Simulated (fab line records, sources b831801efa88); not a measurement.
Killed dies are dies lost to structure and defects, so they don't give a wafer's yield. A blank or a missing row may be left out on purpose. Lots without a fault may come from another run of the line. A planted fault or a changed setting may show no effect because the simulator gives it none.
Which tool did it? | flow sky130 | 6 lots, 18 wafers sampled, at 3 steps of a route of 708

WHAT THE GAUGES READ, wafer by wafer
SKY_VIA3_THK_MEAS_01.
lot  | measured     | on            | VIA3_HDPCVD_THK (nm)
L336 | day 40 08:21 | film_metro-02 | 1611 1633 1593
L340 | day 40 17:19 | film_metro-02 | 1611 1620 1628
L343 | day 41 17:58 | film_metro-02 | 1638 1619 1645
L347 | day 42 16:18 | film_metro-01 | 1618 1625 1652
L353 | day 44 06:10 | film_metro-01 | 1659 1669 1650
L357 | day 45 08:25 | film_metro-01 | 1643 1637 1648

WHICH TOOL RAN EACH LOT (tool, then ch and the chambers of the sampled wafers, then the start)
lot  | SKY_CAPM_CVD_00               | SKY_METAL3_DESCUM_15
L336 | pecvd-02 ch 1,2, day 38 05:32 | rie_metal-02 ch 0,1, day 40 07:16
L340 | pecvd-01 ch 1,2, day 38 15:28 | rie_metal-01 ch 0,1, day 40 16:13
L343 | pecvd-01 ch 0,1, day 39 15:31 | rie_metal-02 ch 0,1, day 41 16:52
L347 | pecvd-02 ch 0,2, day 40 14:52 | rie_metal-04 ch 0, day 42 15:05
L353 | pecvd-02 ch 0,2, day 42 06:13 | rie_metal-01 ch 0,1, day 44 05:03
L357 | pecvd-02 ch 1,2, day 43 10:38 | rie_metal-01 ch 0,1, day 45 07:19
- SKY_CAPM_CVD_00: deposits SiO2, target thk 15.5 nm.
- SKY_METAL3_DESCUM_15: chemistry O2, time 8 s.

THE ANSWER, worked out from the rows above alone
Rule: what is usual is taken from the lots themselves. Put in order of their means at a reading, lots are off if they are a third of the lots or fewer, leave a main group of 4 or more, and stand apart from it by a gap of 3 or more times the standard deviation of the main group's means; of several such gaps the widest counts. A main group whose means are all the same, to the digits that the tables above print for the reading, isn't used. A lot without any number at a reading at which 4 lots or more have one is off too. The other lots that the step has rows for count as sound.
No lot is off at any reading shown: from this, nothing can be told.

WHAT THE SIMULATOR HAD PUT IN
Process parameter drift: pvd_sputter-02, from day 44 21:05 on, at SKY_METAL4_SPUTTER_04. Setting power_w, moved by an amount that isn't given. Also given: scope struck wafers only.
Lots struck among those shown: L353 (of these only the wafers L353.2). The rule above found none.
